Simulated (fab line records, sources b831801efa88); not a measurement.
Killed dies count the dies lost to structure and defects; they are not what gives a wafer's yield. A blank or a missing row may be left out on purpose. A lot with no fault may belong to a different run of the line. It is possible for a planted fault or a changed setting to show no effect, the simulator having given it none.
Chamber matching :: flow gf180mcu :: GF_MIM_CVD_05 on pecvd-01: 3 sister chambers
The step deposits Si3N4, target thk 42 nm, time 29.086 s. 14 wafers are shown with their chamber, then 7 later ones without.

## WAFERS, EACH WITH ITS CHAMBER
wafer: L643.2
chamber: 1
heater-power-w (W): 651
heater-power-outer-w (W): 372
rf-fwd-power-W (W): 445.7

wafer: L643.4
chamber: 1
heater-power-w (W): 649
heater-power-outer-w (W): 374
rf-fwd-power-W (W): 445.5

wafer: L643.6
chamber: 2
heater-power-w (W): 799
heater-power-outer-w (W): 462
rf-fwd-power-W (W): 444.9

wafer: L646.1
chamber: 0
heater-power-w (W): 512
heater-power-outer-w (W): 315
rf-fwd-power-W (W): 445.8

wafer: L646.2
chamber: 2
heater-power-w (W): 838
heater-power-outer-w (W): 478
rf-fwd-power-W (W): 443.8

wafer: L646.6
chamber: 0
heater-power-w (W): 533
heater-power-outer-w (W): 320
rf-fwd-power-W (W): 446.4

wafer: L654.1
chamber: 1
heater-power-w (W): 607
heater-power-outer-w (W): 318
rf-fwd-power-W (W): 444.8

wafer: L654.4
chamber: 1
heater-power-w (W): 587
heater-power-outer-w (W): 325
rf-fwd-power-W (W): 444.9

wafer: L654.6
chamber: 0
heater-power-w (W): 542
heater-power-outer-w (W): 324
rf-fwd-power-W (W): 445.1

wafer: L655.2
chamber: 2
heater-power-w (W): 870
heater-power-outer-w (W): 523
rf-fwd-power-W (W): 445.2

wafer: L655.3
chamber: 2
heater-power-w (W): 854
heater-power-outer-w (W): 495
rf-fwd-power-W (W): 443.5

wafer: L655.5
chamber: 0
heater-power-w (W): 576
heater-power-outer-w (W): 360
rf-fwd-power-W (W): 445.0

wafer: L658.2
chamber: 1
heater-power-w (W): 571
heater-power-outer-w (W): 309
rf-fwd-power-W (W): 443.2

wafer: L658.3
chamber: 2
heater-power-w (W): 864
heater-power-outer-w (W): 516
rf-fwd-power-W (W): 444.5

SIGNATURES, as means of the wafers listed above
reading: heater-power-w
chamber 0: 540.75
chamber 1: 613.00
chamber 2: 845.00
scatter within a chamber: 31

reading: heater-power-outer-w
chamber 0: 329.75
chamber 1: 339.60
chamber 2: 494.80
scatter within a chamber: 26.5

reading: rf-fwd-power-W
chamber 0: 445.575
chamber 1: 444.820
chamber 2: 444.380
scatter within a chamber: 0.81
Rule: distance of a wafer from a chamber = root of the sum over the readings of ((wafer's reading minus chamber's mean) / reading's scatter) squared. The wafer belongs to the nearest chamber; if the next one is less than 2 further off, it can't be placed. The scatter: the root of (the sum of the squares of (reading less its chamber's mean) over the shown wafers, divided by (wafers less chambers)).

## WAFERS WHOSE CHAMBER IS MISSING
wafer: L658.6
heater-power-w (W): 548
heater-power-outer-w (W): 356
rf-fwd-power-W (W): 445.9

wafer: L659.1
heater-power-w (W): 662
heater-power-outer-w (W): 377
rf-fwd-power-W (W): 440.8

wafer: L659.4
heater-power-w (W): 791
heater-power-outer-w (W): 461
rf-fwd-power-W (W): 444.5

wafer: L659.6
heater-power-w (W): 677
heater-power-outer-w (W): 379
rf-fwd-power-W (W): 440.4

wafer: L661.2
heater-power-w (W): 685
heater-power-outer-w (W): 380
rf-fwd-power-W (W): 442.3

wafer: L661.3
heater-power-w (W): 567
heater-power-outer-w (W): 360
rf-fwd-power-W (W): 445.1

wafer: L661.4
heater-power-w (W): 841
heater-power-outer-w (W): 506
rf-fwd-power-W (W): 444.8

## CHAMBER TAKEN BY EACH
wafer: L658.6
from the rows above: can't be placed: 0 or 1
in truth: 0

wafer: L659.1
from the rows above: can't be placed: 1 or 0
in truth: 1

wafer: L659.4
from the rows above: 2
in truth: 2

wafer: L659.6
from the rows above: can't be placed: 1 or 0
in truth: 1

wafer: L661.2
from the rows above: 1
in truth: 1

wafer: L661.3
from the rows above: can't be placed: 0 or 1
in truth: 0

wafer: L661.4
from the rows above: 2
in truth: 2
Correctly placed: 3 of 7. Can't be placed from these rows: 4 (the true chamber is among the candidates in 4). Wrongly placed: 0.
